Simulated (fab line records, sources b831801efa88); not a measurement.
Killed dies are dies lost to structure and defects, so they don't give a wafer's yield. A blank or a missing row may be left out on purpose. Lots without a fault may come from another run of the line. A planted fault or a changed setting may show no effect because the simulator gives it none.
A struck lot beside a sound one | flow gf180mcu | 43 steps out of a route of 602
Sound: wafers L618.3, L618.4, L618.6. Struck: wafers L628.2, L628.3, L628.5. The cause comes at the end.
At each step with rows: each side's tool, then ch and its chambers, then its first start. Under that, the readings that differ: sound wafers | struck wafers | difference of the means | sigmas: that difference in standard deviations of wafers without a fault.
alike: readings whose means differ by less than 2 such deviations, and words and numbers that are the same on both sides. not compared: withheld readings, readings that some wafer has no value for, bounds like >300 that may hide the same value, and numbers for which the record gives no deviation and whose values overlap.
The two part at a step that has a row with sigmas, a row that says differs or no value, or rows on one side only. Numbers that don't overlap but have no deviation are shown without sigmas and don't part them. A reading that every wafer of one side lacks parts them only if that side has two wafers or more.

first, 2 steps without rows for these wafers: GF_DNWELL_DEVELOP_06 (develop time 60 s); GF_DNWELL_IMPLANT_07.
GF_DNWELL_STRIP_08: strips in O2/N2.
  sound on plasma_asher-04 ch 0,1, day 3 03:08; struck on plasma_asher-01 ch 0,1, day 5 07:03
  alike: drypump_motor_current_A, heater_power_w, o2_flow_sccm, oes_product_au, strip_time_to_endpoint_s
  not compared: rf_hours_counter_h
GF_DNWELL_TW_MEAS_09:
  sound on film_metro-03, day 3 03:13; struck on film_metro-04, day 5 07:10
  alike: DNWELL_TW
then, 7 steps without rows for these wafers: GF_NWELL_DEHYDRATE_00 (time 60 s); GF_NWELL_HMDS_01 (prime time 60 s); GF_NWELL_COAT_02 (resist thk 3000 nm); GF_NWELL_SOFTBAKE_03; GF_NWELL_EXPOSE_04 (exposes mask Nwell, target cd 860 nm); GF_NWELL_PEB_05; GF_NWELL_DEVELOP_06 (develop time 60 s).
GF_NWELL_OVL_MEAS_07:
  sound on overlay-01, day 3 16:20; struck on overlay-02, day 5 21:08
  alike: NWELL_OVL
GF_NWELL_IMPLANT_08:
  sound on implanter-02 ch 0, day 3 16:24; struck on implanter-02 ch 0, day 5 21:11
  reading            | sound                            | struck                        | difference | sigmas
  dose_ions_cm2      | 1.4996e+13 1.4975e+13 1.4992e+13 | 9.542e+12 9.574e+12 9.549e+12 | -5.433e+12 | -99 or more
  faraday_current_uA | 82.1 84.0 85.3                   | 54.3 52.3 53.6                | -30.4      | -18
  alike: beam_energy_keV
then, 1 step without rows for these wafers: GF_NWELL_IMPLANT_09.
GF_NWELL_STRIP_10: strips in O2/N2.
  sound on plasma_asher-03 ch 0,1, day 3 16:41; struck on plasma_asher-02 ch 0,1, day 5 21:28
  alike: drypump_motor_current_A, heater_power_w, o2_flow_sccm, oes_product_au, strip_time_to_endpoint_s
  not compared: rf_hours_counter_h
GF_NWELL_TW_MEAS_11:
  sound on film_metro-02, day 3 16:46; struck on film_metro-01, day 5 21:48
  reading  | sound          | struck         | difference | sigmas
  NWELL_TW | 1581 1581 1579 | 1351 1350 1356 | -228       | -6
  not compared: hold
then, 6 steps without rows for these wafers: GF_LVPWELL_HMDS_01 (prime time 60 s); GF_LVPWELL_COAT_02 (resist thk 3000 nm); GF_LVPWELL_SOFTBAKE_03; GF_LVPWELL_EXPOSE_04 (exposes mask LVPWELL, target cd 600 nm); GF_LVPWELL_PEB_05; GF_LVPWELL_DEVELOP_06 (develop time 60 s).
GF_LVPWELL_OVL_MEAS_07:
  sound on overlay-01, day 4 06:17; struck on overlay-02, day 6 12:07
  alike: LVPWELL_OVL
then, 2 steps without rows for these wafers: GF_LVPWELL_IMPLANT_08; GF_LVPWELL_IMPLANT_09.
GF_LVPWELL_STRIP_10: strips in O2/N2.
  sound on plasma_asher-02 ch 0,1, day 4 06:38; struck on plasma_asher-04 ch 0,1, day 6 12:27
  alike: drypump_motor_current_A, heater_power_w, o2_flow_sccm, oes_product_au, strip_time_to_endpoint_s
  not compared: rf_hours_counter_h
GF_LVPWELL_TW_MEAS_11:
  sound on film_metro-02, day 4 06:43; struck on film_metro-01, day 6 12:34
  alike: LVPWELL_TW
then, 7 steps without rows for these wafers: GF_MVSD_DEHYDRATE_00 (time 60 s); GF_MVSD_HMDS_01 (prime time 60 s); GF_MVSD_COAT_02 (resist thk 3000 nm); GF_MVSD_SOFTBAKE_03; GF_MVSD_EXPOSE_04 (exposes mask MVSD, target cd 1000 nm); GF_MVSD_PEB_05; GF_MVSD_DEVELOP_06 (develop time 60 s).
GF_MVSD_OVL_MEAS_07:
  sound on overlay-02, day 4 20:05; struck on overlay-01, day 7 03:53
  alike: MVSD_OVL
then, 2 steps without rows for these wafers: GF_MVSD_IMPLANT_08; GF_MVSD_IMPLANT_09.
GF_MVSD_STRIP_10: strips in O2/N2.
  sound on plasma_asher-03 ch 0,1, day 4 20:26; struck on plasma_asher-02 ch 1, day 7 04:13
  alike: drypump_motor_current_A, heater_power_w, o2_flow_sccm, oes_product_au, strip_time_to_endpoint_s
  not compared: rf_hours_counter_h
GF_MVSD_TW_MEAS_11:
  sound on film_metro-04, day 4 20:31; struck on film_metro-04, day 7 04:20
  alike: MVSD_TW
then, 2 steps without rows for these wafers: GF_MVPSD_DEHYDRATE_00 (time 60 s); GF_MVPSD_HMDS_01 (prime time 60 s).
-- the record jumps here: 4 days lie between the struck wafers' starts before and after --
GF_VT_IMPLANT_RS_MEAS_47: measures by four-point-probe.
  sound on film_metro-01, day 8 01:20; struck on film_metro-02, day 10 17:34
  reading           | sound             | struck            | difference | sigmas
  NWELL_RS (ohm/sq) | 488.3 489.3 489.5 | 618.5 616.7 618.6 | +128.9     | +92
  not compared: hold
GF_PASSIVATION_PROBE_99:
  the record has rows for the sound wafers here (prober-02, day 29 17:07) and none for the struck ones

WHERE THEY PART
First at GF_NWELL_IMPLANT_08; last, within this record, at GF_PASSIVATION_PROBE_99.

WHY: what the simulator had put in
Process parameter drift: implanter-02, from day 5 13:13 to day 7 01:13, at GF_NWELL_IMPLANT_08. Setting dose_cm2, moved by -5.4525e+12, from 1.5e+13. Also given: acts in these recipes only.
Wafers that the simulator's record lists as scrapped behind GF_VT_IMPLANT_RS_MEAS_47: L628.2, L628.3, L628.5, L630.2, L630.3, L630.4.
